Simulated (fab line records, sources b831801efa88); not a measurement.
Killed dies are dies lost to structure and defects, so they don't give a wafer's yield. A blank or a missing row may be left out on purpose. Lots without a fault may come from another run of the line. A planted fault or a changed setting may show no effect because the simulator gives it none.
Which tool did it? | flow gf180mcu | 14 lots, 42 wafers sampled, at 5 steps of a route of 602

WHAT THE GAUGES READ, wafer by wafer
GF_NSD_CD_MEAS_07: target cd 400 nm. Usual: cd_nm 398.9 nm, standard deviation 2.1.
lot  | measured     | on        | cd_nm (nm)        | flag
L970 | day 13 15:11 | cd_sem-01 | 399.2 396.3 394.9 |
L971 | day 13 21:05 | cd_sem-02 | 398.1 400.6 397.6 |
L973 | day 14 12:32 | cd_sem-01 | 398.6 398.0 398.8 |
L975 | day 15 10:17 | cd_sem-01 | 401.5 401.3 399.8 |
L976 | day 15 14:35 | cd_sem-02 | 403.0 402.3 401.6 |
L977 | day 16 01:50 | cd_sem-02 | 397.1 398.0 396.9 |
L978 | day 16 08:37 | cd_sem-02 | 400.5 399.8 399.6 |
L979 | day 16 18:36 | cd_sem-02 | 395.4 397.1 397.2 |
L980 | day 17 04:42 | cd_sem-02 | 397.4 397.9 397.0 |
L981 | day 17 13:47 | cd_sem-02 | 400.9 402.9 401.8 |
L985 | day 18 23:08 | cd_sem-02 | 407.2 405.3 406.5 | OFF
L987 | day 19 10:52 | cd_sem-01 | 402.5 402.7 401.5 |
L988 | day 19 21:41 | cd_sem-01 | 404.7 406.8 404.8 | OFF
L990 | day 20 12:02 | cd_sem-01 | 397.5 398.4 398.0 |

GF_CONTACT_RS_MEAS_25: measures by four-point-probe. Usual: CONTACT_W_RS 0.383 ohm/sq, standard deviation 0.0039.
lot  | measured     | on            | CONTACT_W_RS (ohm/sq) | flag
L970 | day 16 10:06 | film_metro-01 | 0.385 0.381 0.383     |
L971 | day 16 17:28 | film_metro-01 | 0.388 0.378 0.379     |
L973 | day 17 09:37 | film_metro-01 | 0.380 0.384 0.386     |
L975 | day 18 10:04 | film_metro-04 | 0.381 0.377 0.381     |
L976 | day 18 14:31 | film_metro-04 | 0.387 0.383 0.385     |
L977 | day 19 02:28 | film_metro-01 | 0.378 0.382 0.383     |
L978 | day 19 10:27 | film_metro-02 | 0.388 0.379 0.388     |
L979 | day 19 21:13 | film_metro-04 | 0.372 0.376 0.376     |
L980 | day 20 08:38 | film_metro-01 | 0.381 0.380 0.386     |
L981 | day 20 17:45 | film_metro-02 | 0.393 0.388 0.387     |
L985 | day 22 03:13 | film_metro-04 | 0.379 0.383 0.392     |
L987 | day 22 18:38 | film_metro-02 | 0.387 0.384 0.384     |
L988 | day 23 01:24 | film_metro-01 | 0.386 0.384 0.385     |
L990 | day 23 13:35 | film_metro-02 | 0.381 0.384 0.385     |

GF_M1_THK_MEAS_06: measures by xrf. Usual: M1_ALCU_THK 449 nm, standard deviation 4.
lot  | measured     | on            | M1_ALCU_THK (nm) | flag
L970 | day 16 10:55 | film_metro-03 | 447 448 456      |
L971 | day 16 18:17 | film_metro-01 | 456 453 458      |
L973 | day 17 10:26 | film_metro-03 | 449 453 452      |
L975 | day 18 10:53 | film_metro-03 | 453 450 444      |
L976 | day 18 15:20 | film_metro-03 | 446 442 448      |
L977 | day 19 03:31 | film_metro-04 | 446 445 446      |
L978 | day 19 11:16 | film_metro-04 | 450 446 448      |
L979 | day 19 22:11 | film_metro-04 | 441 447 442      |
L980 | day 20 09:26 | film_metro-01 | 457 457 448      |
L981 | day 20 18:35 | film_metro-03 | 450 451 449      |
L985 | day 22 04:02 | film_metro-03 | 441 444 449      |
L987 | day 22 19:26 | film_metro-03 | 450 446 449      |
L988 | day 23 02:13 | film_metro-04 | 448 450 454      |
L990 | day 23 14:23 | film_metro-01 | 451 450 448      |

WHICH TOOL RAN EACH LOT (tool, then ch and the chambers of the sampled wafers, then the start)
lot  | GF_NSD_DEVELOP_06                 | GF_CONTACT_SPUTTER_22
L970 | litho_track-02 ch 0, day 13 15:02 | pvd_sputter-03, day 16 09:52
L971 | litho_track-04 ch 0, day 13 20:56 | pvd_sputter-04, day 16 17:16
L973 | litho_track-04 ch 0, day 14 12:23 | pvd_sputter-03, day 17 09:24
L975 | litho_track-02 ch 0, day 15 10:08 | pvd_sputter-03, day 18 09:52
L976 | litho_track-01 ch 0, day 15 14:26 | pvd_sputter-04, day 18 14:19
L977 | litho_track-01 ch 0, day 16 01:41 | pvd_sputter-01, day 19 02:16
L978 | litho_track-02 ch 0, day 16 08:28 | pvd_sputter-04, day 19 10:14
L979 | litho_track-01 ch 0, day 16 18:26 | pvd_sputter-01, day 19 21:01
L980 | litho_track-04 ch 0, day 17 04:34 | pvd_sputter-01, day 20 08:25
L981 | litho_track-02 ch 0, day 17 13:38 | pvd_sputter-01, day 20 17:33
L985 | litho_track-02 ch 0, day 18 22:59 | pvd_sputter-03, day 22 03:01
L987 | litho_track-04 ch 0, day 19 10:44 | pvd_sputter-01, day 22 18:24
L988 | litho_track-02 ch 0, day 19 21:32 | pvd_sputter-01, day 23 01:12
L990 | litho_track-01 ch 0, day 20 11:53 | pvd_sputter-04, day 23 13:21
- GF_NSD_DEVELOP_06: develop time 60 s.
- GF_CONTACT_SPUTTER_22: material Ti, target thk 15 nm, time 80.02 s.

WHAT THE TOOLS THEMSELVES READ (means of the sampled wafers that have a number; where no wafer has one, the mark that the record gives instead)
GF_NSD_DEVELOP_06. Usual: chill_plate_temp_C 22.98 C, standard deviation 0.1.
lot  | tool           | chill_plate_temp_C (C) | flag
L970 | litho_track-02 | 22.92                  |
L971 | litho_track-04 | 23.01                  |
L973 | litho_track-04 | 22.99                  |
L975 | litho_track-02 | 22.91                  |
L976 | litho_track-01 | 23.07                  |
L977 | litho_track-01 | 22.85                  |
L978 | litho_track-02 | 23.00                  |
L979 | litho_track-01 | 23.05                  |
L980 | litho_track-04 | 22.87                  |
L981 | litho_track-02 | 23.11                  |
L985 | litho_track-02 | 22.99                  |
L987 | litho_track-04 | 23.03                  |
L988 | litho_track-02 | 22.97                  |
L990 | litho_track-01 | 22.79                  |

GF_CONTACT_SPUTTER_22. Usual: throttle_valve_pct 29.9 %, standard deviation 0.81.
lot  | tool           | throttle_valve_pct (%) | flag
L970 | pvd_sputter-03 | 30.6                   |
L971 | pvd_sputter-04 | 30.7                   |
L973 | pvd_sputter-03 | 30.4                   |
L975 | pvd_sputter-03 | 30.4                   |
L976 | pvd_sputter-04 | 30.5                   |
L977 | pvd_sputter-01 | 29.4                   |
L978 | pvd_sputter-04 | 30.5                   |
L979 | pvd_sputter-01 | 28.9                   |
L980 | pvd_sputter-01 | 29.4                   |
L981 | pvd_sputter-01 | 29.3                   |
L985 | pvd_sputter-03 | 30.0                   |
L987 | pvd_sputter-01 | 29.5                   |
L988 | pvd_sputter-01 | 28.7                   |
L990 | pvd_sputter-04 | 30.5                   |

THE ANSWER, worked out from the rows above alone
Rule: a lot is off if the mean of its wafers that have a number lies more than 3 standard deviations from the usual mean. A lot without any number at a reading at which 4 lots or more have one is off too. The other lots that the step has rows for count as sound. The gauges are gone through in route order, then the tools' own readings, and for those a lot's mean is taken as printed above. The first step at which some lot is off is used, and at that step the reading that is off furthest; a lot without a number counts as furthest.
Off: L985, L988, at GF_NSD_CD_MEAS_07 (cd_nm).
A tool fits if, at a process step before that reading, it ran every lot that is off, and no sound lot after the first of them. The gauges at GF_NSD_CD_MEAS_07 are tried like those tools. One fits: litho_track-02 at GF_NSD_DEVELOP_06. Its last sound lot is L981 (day 17 13:38), its first lot that is off L985 (day 18 22:59): a fault that began between those two fits.

WHAT THE SIMULATOR HAD PUT IN
Process parameter drift: litho_track-02, from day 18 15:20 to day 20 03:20, at GF_NSD_DEVELOP_06. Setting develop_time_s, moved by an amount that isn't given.
Lots struck among those shown: L985, L988. The rule above found the same.
